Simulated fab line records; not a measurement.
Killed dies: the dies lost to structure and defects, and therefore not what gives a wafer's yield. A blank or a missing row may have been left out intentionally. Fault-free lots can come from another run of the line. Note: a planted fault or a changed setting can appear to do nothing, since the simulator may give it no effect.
What tool caused it? | flow sky130 | Sampling: 15 lots, 45 wafers, 3 of 708 route steps

## WHAT THE GAUGES READ, wafer by wafer
SKY_VT_ADJUST_HVTR_CD_MEAS_07 targets a cd of 380 nm.
lot  | measured     | on        | cd-nm (nm)
L573 | day 9 11:37  | cd-sem-02 | 380.0 379.7 378.7
L574 | day 9 21:04  | cd-sem-02 | 379.2 379.0 380.8
L575 | day 10 04:04 | cd-sem-02 | 381.4 381.8 381.3
L576 | day 10 13:29 | cd-sem-01 | 381.4 380.5 380.7
L581 | day 12 01:08 | cd-sem-02 | 382.3 381.5 381.0
L582 | day 12 04:37 | cd-sem-02 | 378.9 378.8 384.1
L583 | day 12 12:37 | cd-sem-01 | 383.0 380.6 385.9
L589 | day 14 11:52 | cd-sem-02 | 378.5 378.6 376.0
L590 | day 14 20:14 | cd-sem-01 | 378.2 381.7 379.2
L591 | day 15 03:58 | cd-sem-01 | 376.7 375.3 376.5
L592 | day 15 08:11 | cd-sem-02 | 383.9 383.3 382.7
L593 | day 15 18:13 | cd-sem-02 | 383.8 382.4 383.6
L594 | day 15 23:01 | cd-sem-02 | 376.3 379.3 379.1
L595 | day 16 04:07 | cd-sem-01 | 380.5 378.8 379.5
L596 | day 16 15:03 | cd-sem-02 | 379.0 379.0 378.8

SKY_POLY_GATE_OVL_MEAS_14.
lot  | measured     | on         | POLY_GATE_OVL (nm)
L573 | day 16 10:32 | overlay-01 | 2 0 7
L574 | day 17 00:12 | overlay-01 | 8 7 4
L575 | day 17 11:38 | overlay-01 | 5 5 0
L576 | day 17 18:10 | overlay-01 | -3 -6 -13
L581 | day 19 17:29 | overlay-02 | -4 11 -4
L582 | day 20 00:29 | overlay-02 | 17 5 14
L583 | day 20 09:23 | overlay-01 | 5 3 4
L589 | day 22 09:45 | overlay-02 | 4 0 -2
L590 | day 22 22:35 | overlay-02 | 4 -1 4
L591 | day 23 05:41 | overlay-02 | -4 3 -6
L592 | day 23 08:41 | overlay-01 | -8 -3 -3
L593 | day 23 18:07 | overlay-01 | 1 10 7
L594 | day 23 23:59 | overlay-01 | 7 1 7
L595 | day 24 05:56 | overlay-01 | -3 -8 -2
L596 | day 24 19:08 | overlay-02 | 7 9 11

## EACH LOT AND THE TOOL THAT RAN IT (in order: tool; ch and the chambers of the sampled wafers; start)
lot  | SKY_SONOS_ONO_ETCH_15
L573 | rie-diel-03 ch 0,2,3, day 12 16:07
L574 | rie-diel-01 ch 0,1,3, day 13 03:52
L575 | rie-diel-01 ch 0,1,3, day 13 14:13
L576 | rie-diel-04 ch 0,1, day 13 19:40
L581 | rie-diel-01 ch 1,2,3, day 15 15:11
L582 | rie-diel-01 ch 0,3, day 15 20:31
L583 | rie-diel-01 ch 0,2,3, day 16 06:17
L589 | rie-diel-04 ch 0,2,3, day 18 06:19
L590 | rie-diel-01 ch 0,1,2, day 18 16:55
L591 | rie-diel-01 ch 0,1,2, day 19 01:43
L592 | rie-diel-01 ch 0,2,3, day 19 05:17
L593 | rie-diel-04 ch 1,2, day 19 16:22
L594 | rie-diel-04 ch 0,2,3, day 19 22:31
L595 | rie-diel-01 ch 2,3, day 20 03:31
L596 | rie-diel-01 ch 0,2,3, day 20 15:07
- SKY_SONOS_ONO_ETCH_15: etches the open film in CHF3/O2, target depth 19.52 nm, time 7.8 s.

## WHAT THE TOOLS THEMSELVES READ (means of the sampled wafers that have a number; where no wafer has one, the mark that the record gives instead)
SKY_SONOS_ONO_ETCH_15.
lot  | tool        | drypump-motor-current-A (A) | oes-product-au (a.u.) | throttle-valve-pct (%)
L573 | rie-diel-03 | 5.65                        | 0.994                 | 8.826
L574 | rie-diel-01 | 5.81                        | 1.015                 | 8.834
L575 | rie-diel-01 | 5.80                        | 1.012                 | 8.828
L576 | rie-diel-04 | 5.76                        | 0.997                 | 8.824
L581 | rie-diel-01 | 5.70                        | 1.002                 | 8.822
L582 | rie-diel-01 | 5.96                        | 1.008                 | 8.820
L583 | rie-diel-01 | 5.82                        | 1.010                 | 8.836
L589 | rie-diel-04 | 6.04                        | 1.003                 | 8.833
L590 | rie-diel-01 | 5.67                        | 1.005                 | 8.819
L591 | rie-diel-01 | 5.70                        | 1.012                 | 8.833
L592 | rie-diel-01 | 5.85                        | 0.999                 | 8.819
L593 | rie-diel-04 | 5.76                        | 0.983                 | 8.815
L594 | rie-diel-04 | 6.02                        | 0.999                 | 8.817
L595 | rie-diel-01 | 5.74                        | 1.005                 | 8.829
L596 | rie-diel-01 | 5.84                        | 1.011                 | 8.832

## THE ANSWER, worked out from the rows above alone
Rule: usual is defined by the lots themselves. The widest of any qualifying gaps counts: lots, ordered by their means at a reading, are off when they make up no more than a third of the lots, leave a main group of 4 or more, and stand apart from it by 3 or more times the standard deviation of that group's means. The tables above print the reading to a certain number of digits; a main group whose means all agree to those digits is not used. A lot without any number at a reading at which 4 lots or more have one is off too. Where the step has rows for the other lots, those lots are counted as sound. First the gauges in route order, then the tools' own readings, where a lot's mean is used as printed above. At the first step where some lot is off, the reading lying furthest off is the one used; lots without a number count as furthest.
None of the lots is off at any reading shown; this tells nothing.

## WHAT THE SIMULATOR PUT IN
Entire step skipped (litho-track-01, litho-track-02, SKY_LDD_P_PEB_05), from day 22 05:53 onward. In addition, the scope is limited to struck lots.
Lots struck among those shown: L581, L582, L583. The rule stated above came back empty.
